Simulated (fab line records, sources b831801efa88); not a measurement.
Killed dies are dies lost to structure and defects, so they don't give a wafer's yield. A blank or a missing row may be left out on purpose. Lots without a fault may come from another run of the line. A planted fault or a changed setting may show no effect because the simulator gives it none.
Which tool did it? | flow gf180mcu | 14 lots, 42 wafers sampled, at 5 steps of a route of 602

WHAT THE GAUGES READ, wafer by wafer
GF_HV_LDD_RS_MEAS_53: measures by four-point-probe.
lot  | measured     | on            | HV_LDD_RS (ohm/sq)
L541 | day 12 22:23 | film_metro-03 | 418.1 418.1 419.0
L542 | day 13 04:25 | film_metro-04 | 419.3 419.3 418.5
L546 | day 14 21:04 | film_metro-01 | 418.2 417.8 418.0
L547 | day 15 04:35 | film_metro-01 | 419.4 420.2 420.3
L550 | day 16 04:58 | film_metro-03 | 419.0 420.3 419.7
L553 | day 17 03:52 | film_metro-01 | 418.9 418.3 417.1
L554 | day 17 10:01 | film_metro-04 | 420.2 417.2 417.4
L555 | day 17 16:54 | film_metro-01 | 419.4 419.0 418.4
L556 | day 18 01:53 | film_metro-03 | 419.4 421.2 420.2
L558 | day 18 20:26 | film_metro-03 | 421.3 420.5 421.6
L559 | day 19 05:16 | film_metro-01 | 418.2 418.5 418.0
L560 | day 19 07:00 | film_metro-03 | 417.9 419.0 420.2
L561 | day 19 15:48 | film_metro-03 | 418.6 419.1 418.8
L562 | day 20 03:16 | film_metro-01 | 419.3 418.7 418.5

GF_SAB_CD_MEAS_09: target cd 420 nm.
lot  | measured     | on        | cd_nm (nm)
L541 | day 15 17:56 | cd_sem-01 | 420.5 422.0 421.4
L542 | day 15 22:37 | cd_sem-01 | 416.9 418.1 419.8
L546 | day 17 19:41 | cd_sem-01 | 417.5 415.3 413.8
L547 | day 18 03:31 | cd_sem-02 | 420.9 420.7 423.1
L550 | day 19 05:10 | cd_sem-01 | 419.6 419.3 417.7
L553 | day 20 06:56 | cd_sem-02 | 418.5 417.8 417.4
L554 | day 20 14:08 | cd_sem-02 | 419.7 418.5 419.3
L555 | day 20 21:19 | cd_sem-01 | 418.8 416.8 418.7
L556 | day 21 07:54 | cd_sem-02 | 423.2 422.4 422.1
L558 | day 21 23:49 | cd_sem-01 | 419.8 421.3 421.0
L559 | day 22 10:05 | cd_sem-02 | 421.6 421.1 419.9
L560 | day 22 10:58 | cd_sem-01 | 411.8 412.3 410.8
L561 | day 22 17:55 | cd_sem-01 | 418.9 419.3 419.0
L562 | day 23 05:35 | cd_sem-01 | 417.2 414.1 417.3

GF_SALICIDE_RS_MEAS_04: measures by four-point-probe.
lot  | measured     | on            | SALICIDE_TIN_RS (ohm/sq)
L541 | day 15 18:29 | film_metro-03 | 16.17 16.50 16.10
L542 | day 15 23:11 | film_metro-02 | 16.15 16.44 16.65
L546 | day 17 20:15 | film_metro-04 | 17.24 16.41 16.56
L547 | day 18 04:04 | film_metro-03 | 17.42 16.66 17.40
L550 | day 19 05:44 | film_metro-02 | 16.45 16.10 16.15
L553 | day 20 07:29 | film_metro-02 | 16.74 16.79 16.87
L554 | day 20 14:41 | film_metro-02 | 16.55 16.55 16.52
L555 | day 20 21:52 | film_metro-04 | 16.57 16.70 16.55
L556 | day 21 08:27 | film_metro-03 | 16.68 16.82 16.66
L558 | day 22 00:22 | film_metro-02 | 16.13 16.18 16.13
L559 | day 22 10:38 | film_metro-02 | 15.87 16.05 15.88
L560 | day 22 11:31 | film_metro-02 | 16.62 16.67 16.69
L561 | day 22 18:36 | film_metro-04 | 16.38 16.14 16.48
L562 | day 23 06:08 | film_metro-02 | 16.21 16.06 16.47

GF_CONTACT_OVL_MEAS_15.
lot  | measured     | on         | CONTACT_OVL (nm)
L541 | day 16 17:48 | overlay-01 | -2 3 -1
L542 | day 16 22:59 | overlay-02 | 2 7 7
L546 | day 18 21:48 | overlay-02 | 4 6 -11
L547 | day 19 04:53 | overlay-01 | -3 -2 -6
L550 | day 20 07:56 | overlay-01 | -3 -2 -1
L553 | day 21 09:14 | overlay-02 | 7 -2 13
L554 | day 21 15:59 | overlay-01 | -7 -1 -4
L555 | day 21 22:38 | overlay-01 | 2 2 6
L556 | day 22 08:47 | overlay-01 | 2 12 8
L558 | day 23 00:47 | overlay-01 | 2 0 -1
L559 | day 23 10:41 | overlay-01 | -5 -1 -4
L560 | day 23 11:55 | overlay-02 | -5 0 -3
L561 | day 23 18:29 | overlay-01 | 3 6 1
L562 | day 24 05:29 | overlay-02 | 10 6 0

WHICH TOOL RAN EACH LOT (tool, then ch and the chambers of the sampled wafers, then the start)
lot  | GF_SALICIDE_SPUTTER_02
L541 | pvd_sputter-03, day 15 18:25
L542 | pvd_sputter-02, day 15 23:08
L546 | pvd_sputter-03, day 17 20:11
L547 | pvd_sputter-03, day 18 03:58
L550 | pvd_sputter-01, day 19 05:40
L553 | pvd_sputter-02, day 20 07:22
L554 | pvd_sputter-01, day 20 14:37
L555 | pvd_sputter-02, day 20 21:49
L556 | pvd_sputter-03, day 21 08:22
L558 | pvd_sputter-02, day 22 00:16
L559 | pvd_sputter-03, day 22 10:34
L560 | pvd_sputter-02, day 22 11:28
L561 | pvd_sputter-02, day 22 18:32
L562 | pvd_sputter-02, day 23 06:04
- GF_SALICIDE_SPUTTER_02: material Co, target thk 10 nm, time 20 s.

WHAT THE TOOLS THEMSELVES READ (means of the sampled wafers that have a number; where no wafer has one, the mark that the record gives instead)
GF_SALICIDE_SPUTTER_02.
lot  | tool           | throttle_valve_pct (%)
L541 | pvd_sputter-03 | 29.4
L542 | pvd_sputter-02 | 29.5
L546 | pvd_sputter-03 | 30.1
L547 | pvd_sputter-03 | 30.5
L550 | pvd_sputter-01 | 29.9
L553 | pvd_sputter-02 | 29.7
L554 | pvd_sputter-01 | 30.2
L555 | pvd_sputter-02 | 29.6
L556 | pvd_sputter-03 | 29.7
L558 | pvd_sputter-02 | 30.1
L559 | pvd_sputter-03 | 29.9
L560 | pvd_sputter-02 | 29.6
L561 | pvd_sputter-02 | 30.4
L562 | pvd_sputter-02 | 29.5

THE ANSWER, worked out from the rows above alone
Rule: what is usual is taken from the lots themselves. Put in order of their means at a reading, lots are off if they are a third of the lots or fewer, leave a main group of 4 or more, and stand apart from it by a gap of 3 or more times the standard deviation of the main group's means; of several such gaps the widest counts. A main group whose means are all the same, to the digits that the tables above print for the reading, isn't used. A lot without any number at a reading at which 4 lots or more have one is off too. The other lots that the step has rows for count as sound. The gauges are gone through in route order, then the tools' own readings, and for those a lot's mean is taken as printed above. The first step at which some lot is off is used, and at that step the reading that is off furthest; a lot without a number counts as furthest.
No lot is off at any reading shown: from this, nothing can be told.

WHAT THE SIMULATOR HAD PUT IN
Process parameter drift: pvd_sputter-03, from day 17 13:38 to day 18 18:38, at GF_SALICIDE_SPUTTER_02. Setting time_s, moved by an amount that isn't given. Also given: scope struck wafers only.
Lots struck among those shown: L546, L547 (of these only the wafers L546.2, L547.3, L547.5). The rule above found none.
